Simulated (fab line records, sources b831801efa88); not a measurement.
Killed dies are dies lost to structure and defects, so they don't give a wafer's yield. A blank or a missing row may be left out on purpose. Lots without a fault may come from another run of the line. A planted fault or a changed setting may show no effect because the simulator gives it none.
fab line records | flow sky130
record lots=13 wafers=39 last_day=50
route steps=708 shown VIA3@595 METAL4@623 VIA4@642 PAD_OPEN@708
lots that met no fault: from a run of the same line without faults
start_h: hours from the record's first day to the start of the lot's first wafer shown | wait_h: hours since the lot's step before | " the same as in the row above | L1.1+2: a row that stands for several wafers | - no value, or no start given | * or withheld: withheld | < > ~ a bound
route shown NAME@n: a module of which the file shows steps, and the number in the route of the first | usual: mean/standard deviation of fault-free wafers | same: alike in all rows | chamber/n: place in a boat | sites: the reading at each site | _std_site: their standard deviation | _edge_site: outer sites' mean less inner sites' | radius_mm: how far each site lies from the wafer's centre | mask NAME#n: copy n | behind: the tool/chamber that last shaped the wafer | hold: why the lot was held/for how many hours/how that ended | device: the transistor (n, p or np) that didn't switch | end of line: the same wafers' tests at the end of the route | a step without rows: its recipe alone | killed: dies lost to structure and defects at the first sort, not the wafer's yield | map: a wafer's dies, x killed, . not, _ none there
set.NAME: the setting as run; set.NAME@STEP: as run at that earlier step | model.NAME: the simulator's own value behind a step, which no gauge read
steps of the route over a sample of lots; a table a step, a row a wafer
## steps
# step SKY_VIA3_RS_MEAS_22
# recipe thk_meas_gauge=four-point-probe reads=W_of_VIA3_CVD_21+TiN_of_VIA3_SPUTTER_20
# usual VIA3_W_RS=0.2923/0.0029
# columns lot.wafer tool chamber start_h wait_h VIA3_W_RS[ohm/sq]
L946.2 film_metro-03 - 943.89 0.1 0.2858
L946.4 " - " " 0.2906
L946.5 " - " " 0.2907
L947.2 film_metro-03 - 952.72 0.1 0.2917
L947.3 " - " " 0.2905
L947.6 " - " " 0.2921
L949.2 film_metro-01 - 972.68 0.1 0.2915
L949.4 " - " " 0.2955
L949.6 " - " " 0.2911
L950.2 film_metro-04 - 980.86 0.1 0.2943
L950.4 " - " " 0.2940
L950.5 " - " " 0.2946
L951.2 film_metro-01 - 1000.24 0.1 0.2936
L951.4 " - " " 0.2912
L951.5 " - " " 0.2914
L954.1 film_metro-01 - 1006.09 0.1 0.2921
L954.3 " - " " 0.2926
L954.4 " - " " 0.2872
L956.2 film_metro-01 - 1028.15 0.1 0.2906
L956.5 " - " " 0.2901
L956.6 " - " " 0.2911
L959.1 film_metro-04 - 1049.34 0.1 0.2912
L959.4 " - " " 0.2893
L959.5 " - " " 0.2884
L960.2 film_metro-03 - 1050.59 0.1 0.2938
L960.3 " - " " 0.2961
L960.5 " - " " 0.2941
L961.1 film_metro-03 - 1050.99 0.1 0.2893
L961.3 " - " " 0.2952
L961.5 " - " " 0.2925
L963.1 film_metro-04 - 1059.59 0.1 0.2969
L963.3 " - " " 0.2919
L963.4 " - " " 0.2905
L965.1 film_metro-01 - 1075.39 0.1 0.2920
L965.2 " - " " 0.2895
L965.6 " - " " 0.2920
L966.3 film_metro-04 - 1082.24 0.1 0.2917
L966.5 " - " " 0.3017
L966.6 " - " " 0.2894
# step SKY_METAL4_COAT_07
# recipe resist=BARC temp_c=withheld time_s=withheld spin_rpm=3000 resist_thk_nm=60
# usual exhaust_pa=45.1/0.78 spin_speed_rpm=3000.3/1.8
# columns lot.wafer tool chamber start_h wait_h exhaust_pa spin_speed_rpm
L946.2 litho_track-03 0 980.76 0.1 44.8 3001.9
L946.4 " 0 " " 44.1 3002.3
L946.5 " 0 " " 44.0 3000.9
L947.2 litho_track-04 0 989.38 0.1 44.8 3004.1
L947.3 " 0 " " 46.8 3000.8
L947.6 " 0 " " 45.0 3003.6
L949.2 litho_track-03 0 1007.76 0.1 44.0 3000.4
L949.4 " 0 " " 44.7 2998.2
L949.6 " 0 " " 44.8 2996.4
L950.2 litho_track-03 0 1015.71 0.1 46.2 3001.4
L950.4 " 0 " " 45.4 2998.5
L950.5 " 0 " " 45.7 3002.1
L951.2 litho_track-04 0 1035.03 0.1 45.7 3000.1
L951.4 " 0 " " 44.7 3001.8
L951.5 " 0 " " 46.3 3001.3
L954.1 litho_track-01 0 1040.43 0.1 45.6 3003.2
L954.3 " 0 " " 45.7 3002.5
L954.4 " 0 " " 44.4 3003.1
L956.2 litho_track-01 0 1060.76 0.1 44.2 2999.3
L956.5 " 0 " " 45.5 3002.3
L956.6 " 0 " " 45.1 3000.5
L959.1 litho_track-04 0 1081.71 0.1 45.0 2941.2
L959.4 " 0 " " 46.0 2942.7
L959.5 " 0 " " 44.4 2939.7
L960.2 litho_track-04 0 1083.18 0.1 45.0 2941.0
L960.3 " 0 " " 45.1 2941.4
L960.5 " 0 " " 44.5 2939.7
L961.1 litho_track-01 0 1083.83 0.1 44.5 3001.7
L961.3 " 0 " " 44.6 3000.7
L961.5 " 0 " " 44.6 3001.8
L963.1 litho_track-03 0 1092.74 0.1 46.0 3000.1
L963.3 " 0 " " 46.2 3000.3
L963.4 " 0 " " 44.7 2999.3
L965.1 litho_track-03 0 1106.39 0.1 44.9 2999.8
L965.2 " 0 " " 44.6 2999.3
L965.6 " 0 " " 45.8 2998.5
L966.3 litho_track-03 0 1113.74 0.1 46.3 3000.9
L966.5 " 0 " " 44.8 2999.7
L966.6 " 0 " " 46.2 3004.4
# step SKY_METAL4_OVL_MEAS_14
# usual METAL4_OVL=2/5.7
# columns lot.wafer tool chamber start_h wait_h METAL4_OVL[nm]
L946.2 overlay-02 - 992.13 0.1 4
L946.4 " - " " 8
L946.5 " - " " -5
L947.2 overlay-01 - 1002.56 0.1 3
L947.3 " - " " 4
L947.6 " - " " -1
L949.2 overlay-01 - 1020.13 0.1 6
L949.4 " - " " 4
L949.6 " - " " 4
L950.2 overlay-02 - 1027.96 0.1 6
L950.4 " - " " 2
L950.5 " - " " -4
L951.2 overlay-02 - 1046.66 0.1 7
L951.4 " - " " 3
L951.5 " - " " 2
L954.1 overlay-02 - 1051.90 0.1 -2
L954.3 " - " " 3
L954.4 " - " " -4
L956.2 overlay-01 - 1072.26 0.1 4
L956.5 " - " " 5
L956.6 " - " " 4
L959.1 overlay-01 - 1092.90 0.1 9
L959.4 " - " " 5
L959.5 " - " " 7
L960.2 overlay-02 - 1094.46 0.1 -1
L960.3 " - " " 10
L960.5 " - " " 8
L961.1 overlay-01 - 1095.01 0.1 0
L961.3 " - " " 3
L961.5 " - " " 6
L963.1 overlay-01 - 1103.05 0.1 -5
L963.3 " - " " -9
L963.4 " - " " -9
L965.1 overlay-02 - 1116.95 0.1 2
L965.2 " - " " 6
L965.6 " - " " 9
L966.3 overlay-01 - 1123.61 0.1 3
L966.5 " - " " 6
L966.6 " - " " 11
# step SKY_VIA4_BOW_MEAS_03
# recipe mode=bow
# usual VIA4_BOW=81/7.8
# columns lot.wafer tool chamber start_h wait_h VIA4_BOW[um]
L946.2 film_metro-02 - 993.64 0.1 77
L946.4 " - " " 89
L946.5 " - " " 84
L947.2 film_metro-03 - 1004.28 0.2 76
L947.3 " - " " 73
L947.6 " - " " 77
L949.2 film_metro-02 - 1021.64 0.2 90
L949.4 " - " " 82
L949.6 " - " " 83
L950.2 film_metro-02 - 1029.46 0.1 75
L950.4 " - " " 93
L950.5 " - " " 90
L951.2 film_metro-02 - 1048.18 0.3 79
L951.4 " - " " 76
L951.5 " - " " 83
L954.1 film_metro-02 - 1053.78 0.1 83
L954.3 " - " " 83
L954.4 " - " " 85
L956.2 film_metro-04 - 1073.77 0.2 79
L956.5 " - " " 77
L956.6 " - " " 75
L959.1 film_metro-02 - 1094.53 0.1 102
L959.4 " - " " 93
L959.5 " - " " 66
L960.2 film_metro-02 - 1096.02 0.2 90
L960.3 " - " " 80
L960.5 " - " " 87
L961.1 film_metro-03 - 1096.63 0.2 86
L961.3 " - " " 92
L961.5 " - " " 92
L963.1 film_metro-02 - 1104.56 0.2 79
L963.3 " - " " 85
L963.4 " - " " 79
L965.1 film_metro-03 - 1118.45 0.2 74
L965.2 " - " " 80
L965.6 " - " " 81
L966.3 film_metro-02 - 1125.31 0.3 98
L966.5 " - " " 87
L966.6 " - " " 87
# step SKY_PAD_OPEN_PROBE_99
# usual defect_limited_yield=82.5/1.8 killed_at_M0_to_M3=43/6.5 killed_at_M4_up=3.1/1.8 killed_at_contacts=24/4.8 killed_at_front_end=15/4.7 killed_at_other=0.3/0.58 killed_dies=86/8.6 killed_open=47/6.7 killed_short=39/6.1 sort_bin_3_pad_short=0.8/0.38 sort_bin_5_function=10.4/1.3 sort_bin_6_memory=6.2/1.1 sort_n_pass=406/8.6 sort_yield_pct=82.5/1.8
# same gross_dies=492 killed_at_back_side=0 sort_bin_4_leakage[%]=0 sort_bin_8_speed[%]=0
# columns lot.wafer tool chamber start_h wait_h defect_limited_yield[%] killed_at_M0_to_M3 killed_at_M4_up killed_at_contacts killed_at_front_end killed_at_other killed_dies killed_open killed_short sort_bin_3_pad_short[%] sort_bin_5_function[%] sort_bin_6_memory[%] sort_n_pass sort_yield_pct[%]
L951.2 prober-02 - 1135.01 0.1 83.1 40 3 26 13 1 83 51 32 0.4 10.8 5.7 409 83.1
L951.4 prober-02 - 1135.11 0.2 79.1 52 3 36 12 0 103 62 41 1.8 11.6 7.5 389 79.1
L951.5 prober-02 - 1135.16 0.2 81.3 51 3 23 15 0 92 45 47 1.4 9.6 7.7 400 81.3
L960.2 prober-01 - 1176.09 0.1 81.1 53 0 23 17 0 93 51 42 0.6 12.0 6.3 399 81.1
L960.3 prober-01 - 1176.14 0.2 84.3 49 2 13 11 2 77 44 33 1.0 8.9 5.7 415 84.3
L960.5 prober-01 - 1176.24 0.2 84.8 36 5 21 12 1 75 37 38 0.4 9.6 5.3 417 84.8
# killed by level:class
L951.2 CONTACT:geometric_particle:open=10 VIA1:geometric_particle:open=7 VIA2:geometric_particle:open=7 LI_CONTACT:geometric_particle:open=6 FIELD_ISO:geometric_particle:open=5 VIA3:geometric_particle:open=5 METAL2:geometric_particle:short=4 POLY_GATE:geometric_particle:open=3
L951.4 CONTACT:geometric_particle:open=15 VIA1:geometric_particle:open=12 VIA2:geometric_particle:open=11 LI_CONTACT:geometric_particle:open=8 VIA1:geometric_particle:short=6 LOCAL_INTERCONNECT:geometric_particle:short=5 CONTACT:geometric_particle:short=5 METAL2:geometric_particle:short=5
L951.5 METAL1:geometric_particle:short=10 METAL2:geometric_particle:short=10 CONTACT:geometric_particle:open=9 VIA3:geometric_particle:open=9 LOCAL_INTERCONNECT:geometric_particle:short=5 LI_CONTACT:geometric_particle:open=5 VIA1:geometric_particle:short=5 VIA2:geometric_particle:open=5
L960.2 VIA1:geometric_particle:open=13 LI_CONTACT:geometric_particle:open=8 METAL2:geometric_particle:short=6 VIA1:geometric_particle:short=6 METAL1:geometric_particle:short=6 METAL1:geometric_particle:open=5 VIA3:geometric_particle:open=5 FIELD_ISO:geometric_particle:open=4
L960.3 VIA1:geometric_particle:open=10 METAL1:geometric_particle:short=9 VIA2:geometric_particle:open=9 CONTACT:geometric_particle:open=8 POLY_GATE:geometric_particle:open=5 VIA2:geometric_particle:short=5 VIA3:geometric_particle:open=5 POLY_GATE:geometric_particle:short=4
L960.5 VIA1:geometric_particle:open=7 CONTACT:geometric_particle:open=6 VIA3:geometric_particle:open=6 VIA1:geometric_particle:short=5 POLY_GATE:geometric_particle:short=4 METAL4:geometric_particle:short=4 LI_CONTACT:geometric_particle:open=4 CONTACT:geometric_particle:short=4
## key
first_sign step=SKY_METAL4_COAT_07 reading=spin_speed_rpm direction=down sigmas=33 usual=3000.3 struck=2940.9
effect none on later readings
met_at SKY_METAL4_COAT_07
struck_lots L959,L960
not_acting_at SKY_VIA3_RS_MEAS_22,SKY_METAL4_OVL_MEAS_14,SKY_VIA4_BOW_MEAS_03
onset_between 1035.03 1081.71
fault kind=process_parameter_drift tool=litho_track-04 chamber=- onset_h=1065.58 steps=SKY_METAL4_COAT_07 channel=spin_rpm offset=-59.128 shape=step end_h=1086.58 acts_in=these_recipes_only stated=3000
